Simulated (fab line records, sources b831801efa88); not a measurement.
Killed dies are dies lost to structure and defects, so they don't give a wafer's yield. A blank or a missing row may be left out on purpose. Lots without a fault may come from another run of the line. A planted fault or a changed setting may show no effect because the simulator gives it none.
Which tool did it? | flow gf180mcu | 12 lots, 36 wafers sampled, at 4 steps of a route of 602

WHAT THE GAUGES READ, wafer by wafer
GF_HV_LDD_CD_MEAS_31: target cd 400 nm. Usual: cd_nm 400.4 nm, standard deviation 2.
lot  | measured     | on        | cd_nm (nm)        | flag
L211 | day 12 01:58 | cd_sem-02 | 398.2 396.9 398.9 |
L209 | day 12 04:02 | cd_sem-01 | 399.6 402.7 400.4 |
L214 | day 12 09:16 | cd_sem-01 | 401.1 399.5 399.6 |
L216 | day 13 01:44 | cd_sem-01 | 402.0 403.0 405.6 |
L217 | day 13 05:14 | cd_sem-02 | 396.3 398.1 398.1 |
L218 | day 13 15:59 | cd_sem-01 | 401.0 402.5 400.4 |
L219 | day 13 19:10 | cd_sem-01 | 400.7 400.9 402.5 |
L221 | day 14 10:59 | cd_sem-02 | 402.2 401.5 402.9 |
L225 | day 15 21:02 | cd_sem-01 | 406.1 404.4 403.5 |
L226 | day 16 05:16 | cd_sem-01 | 399.2 400.1 400.0 |
L229 | day 17 12:35 | cd_sem-01 | 399.8 398.6 401.0 |
L230 | day 17 19:24 | cd_sem-01 | 398.6 398.4 399.4 |

GF_CONTACT_THK_MEAS_01. Usual: CONTACT_CVD_00_THK 303 nm, standard deviation 4.5.
lot  | measured     | on            | CONTACT_CVD_00_THK (nm) | flag
L211 | day 15 18:19 | film_metro-01 | 293 304 302             |
L209 | day 15 21:24 | film_metro-02 | 308 304 293             |
L214 | day 16 01:32 | film_metro-03 | 308 300 307             |
L216 | day 16 21:25 | film_metro-01 | 303 304 306             |
L217 | day 17 00:56 | film_metro-03 | 302 303 304             |
L218 | day 17 15:04 | film_metro-01 | 305 302 305             |
L219 | day 17 19:41 | film_metro-01 | 295 307 306             |
L221 | day 18 13:37 | film_metro-03 | 298 302 308             |
L225 | day 20 05:51 | film_metro-01 | 151 294 303             | OFF
L226 | day 20 12:13 | film_metro-01 | 306 152 306             | OFF
L229 | day 21 18:10 | film_metro-02 | 304 304 303             |
L230 | day 22 00:30 | film_metro-03 | 301 305 307             |

WHICH TOOL RAN EACH LOT (tool, then ch and the chambers of the sampled wafers, then the start)
lot  | GF_DUAL_GATE_STRIP_13                | GF_CONTACT_CVD_00
L211 | plasma_asher-02 ch 0, day 8 23:04    | hdpcvd-02 ch 0,1,2, day 15 18:16
L209 | plasma_asher-01 ch 0,1, day 9 00:22  | hdpcvd-02 ch 1,2, day 15 21:21
L214 | plasma_asher-02 ch 0,1, day 9 07:24  | hdpcvd-01 ch 0,1, day 16 01:28
L216 | plasma_asher-02 ch 0,1, day 9 19:19  | hdpcvd-01 ch 1,2, day 16 21:23
L217 | plasma_asher-02 ch 0,1, day 9 23:27  | hdpcvd-01 ch 0,2, day 17 00:53
L218 | plasma_asher-01 ch 0,1, day 10 07:58 | hdpcvd-01 ch 0,1,2, day 17 15:01
L219 | plasma_asher-01 ch 1, day 10 10:47   | hdpcvd-02 ch 1,2, day 17 19:37
L221 | plasma_asher-01 ch 0,1, day 11 01:39 | hdpcvd-01 ch 0,1,2, day 18 13:34
L225 | plasma_asher-01 ch 0,1, day 12 04:21 | hdpcvd-02 ch 0,1,2, day 20 05:48
L226 | plasma_asher-01 ch 0,1, day 12 13:32 | hdpcvd-02 ch 0,1, day 20 12:10
L229 | plasma_asher-01 ch 0,1, day 13 13:49 | hdpcvd-01 ch 0,2, day 21 18:07
L230 | plasma_asher-01 ch 0,1, day 13 19:18 | hdpcvd-01 ch 1,2, day 22 00:27
- GF_DUAL_GATE_STRIP_13: strips in O2/N2.
- GF_CONTACT_CVD_00: deposits SiO2, target thk 300 nm, time 50 s.

WHAT THE TOOLS THEMSELVES READ (means of the sampled wafers that have a number; where no wafer has one, the mark that the record gives instead)
GF_DUAL_GATE_STRIP_13. Usual: drypump_motor_current_A 5.5 A, standard deviation 0.52; heater_power_w 329 W, standard deviation 42; oes_product_au 0.716 a.u., standard deviation 0.0051; strip_time_to_endpoint_s 12.64 s, standard deviation 0.035.
lot  | tool            | drypump_motor_current_A (A) | heater_power_w (W) | oes_product_au (a.u.) | strip_time_to_endpoint_s (s) | flag
L211 | plasma_asher-02 | 6.2                         | 421                | 0.713                 | 12.68                        |
L209 | plasma_asher-01 | 5.1                         | 304                | 0.716                 | 12.63                        |
L214 | plasma_asher-02 | 6.1                         | 388                | 0.717                 | 12.63                        |
L216 | plasma_asher-02 | 6.1                         | 387                | 0.719                 | 12.62                        |
L217 | plasma_asher-02 | 6.1                         | 396                | 0.719                 | 12.64                        |
L218 | plasma_asher-01 | 5.1                         | 294                | 0.719                 | 12.67                        |
L219 | plasma_asher-01 | 5.0                         | 292                | 0.719                 | 12.58                        |
L221 | plasma_asher-01 | 5.1                         | 297                | 0.715                 | 12.64                        |
L225 | plasma_asher-01 | 5.1                         | 307                | 0.720                 | 12.61                        |
L226 | plasma_asher-01 | 5.1                         | 301                | 0.716                 | 12.63                        |
L229 | plasma_asher-01 | 5.1                         | 308                | 0.718                 | 12.70                        |
L230 | plasma_asher-01 | 5.1                         | 298                | 0.718                 | 12.69                        |

GF_CONTACT_CVD_00. Usual: sih4_flow_sccm 60.01 sccm, standard deviation 0.18; susceptor_temp_C 400.06 C, standard deviation 0.21.
lot  | tool      | sih4_flow_sccm (sccm) | susceptor_temp_C (C) | flag
L211 | hdpcvd-02 | 59.97                 | 400.14               |
L209 | hdpcvd-02 | 59.94                 | 400.19               |
L214 | hdpcvd-01 | 60.08                 | 399.86               |
L216 | hdpcvd-01 | 59.98                 | 400.01               |
L217 | hdpcvd-01 | 60.12                 | 400.10               |
L218 | hdpcvd-01 | 60.03                 | 399.83               |
L219 | hdpcvd-02 | 59.89                 | 400.06               |
L221 | hdpcvd-01 | 59.94                 | 400.25               |
L225 | hdpcvd-02 | 50.14                 | 400.26               | OFF
L226 | hdpcvd-02 | 49.85                 | 400.02               | OFF
L229 | hdpcvd-01 | 59.98                 | 400.12               |
L230 | hdpcvd-01 | 59.97                 | 400.12               |

THE ANSWER, worked out from the rows above alone
Rule: a lot is off if the mean of its wafers that have a number lies more than 3 standard deviations from the usual mean. A lot without any number at a reading at which 4 lots or more have one is off too. The other lots that the step has rows for count as sound. The gauges are gone through in route order, then the tools' own readings, and for those a lot's mean is taken as printed above. The first step at which some lot is off is used, and at that step the reading that is off furthest; a lot without a number counts as furthest.
Off: L225, L226, at GF_CONTACT_THK_MEAS_01 (CONTACT_CVD_00_THK).
A tool fits if, at a process step before that reading, it ran every lot that is off, and no sound lot after the first of them. The gauges at GF_CONTACT_THK_MEAS_01 aren't tried: what is off there is off at GF_CONTACT_CVD_00 too, on other tools, and a gauge's error can't cause that. One fits: hdpcvd-02 at GF_CONTACT_CVD_00. Its last sound lot is L219 (day 17 19:37), its first lot that is off L225 (day 20 05:48): a fault that began between those two fits.
The tool's own readings at GF_CONTACT_CVD_00 bear it out: on the lots that are off they differ by more than 5 times the standard deviation of the sound lots' means. sih4_flow_sccm reads 50.00 sccm there against 59.99 sccm on the sound lots.

WHAT THE SIMULATOR HAD PUT IN
Process parameter drift: hdpcvd-02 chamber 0, from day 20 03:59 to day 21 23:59, at GF_CONTACT_CVD_00. Setting sih4_flow_sccm, moved by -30, from 60. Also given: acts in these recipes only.
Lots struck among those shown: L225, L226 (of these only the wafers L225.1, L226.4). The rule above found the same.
